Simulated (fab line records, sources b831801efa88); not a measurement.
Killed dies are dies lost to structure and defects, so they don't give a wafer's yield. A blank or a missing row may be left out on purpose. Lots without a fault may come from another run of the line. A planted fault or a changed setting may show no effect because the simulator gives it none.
One fault seen from 2 desks | flow gf180mcu | each desk has only its own numbers; what lay behind them comes last

THE TOOL OWNER'S DESK: pvd_sputter-01
The tool's own readings at GF_MIM_SPUTTER_02 (material AlCu, target thk 450 nm, time 23.9 s): means of the sampled wafers that have a number, for each lot that ran on this tool. A lot is out of limits, marked OUT, if its mean lies more than 4 standard deviations from the usual mean; the brackets give that distance.
Columns: A = throttle_valve_pct at GF_MIM_SPUTTER_02, usual 30.4 %
lot  | first seen here | A
L841 | day 26 09:49    | 30.5
L852 | day 29 18:00    | 30.3
L853 | day 29 23:57    | 31.2
This desk's finding: nothing out of limits on any of the 3 lots.

THE METROLOGY DESK
What the gauges read, lot by lot, whatever tool the lot ran on: means of the sampled wafers that have a number. A lot is out of limits, marked OUT, if its mean lies more than 4 standard deviations from the usual mean; the brackets give that distance.
Columns: A = V4_W_RS at GF_V4_RS_MEAS_24, usual 0.328 ohm/sq; B = V4_W_THK at GF_V4_THK_MEAS_25, usual 354 nm
lot  | first seen here | A     | B
L839 | day 26 02:53    | 0.326 | 355
L841 | day 26 09:13    | 0.329 | 354
L852 | day 29 17:22    | 0.327 | 353
L853 | day 29 23:20    | 0.327 | 353
L855 | day 30 10:19    | 0.326 | 359
L856 | day 30 18:07    | 0.330 | 354
This desk's finding: nothing out of limits on any of the 6 lots.

PUT TOGETHER
The tool owner's desk saw nothing out of limits.
The metrology desk saw nothing out of limits.

WHAT THE SIMULATOR HAD PUT IN
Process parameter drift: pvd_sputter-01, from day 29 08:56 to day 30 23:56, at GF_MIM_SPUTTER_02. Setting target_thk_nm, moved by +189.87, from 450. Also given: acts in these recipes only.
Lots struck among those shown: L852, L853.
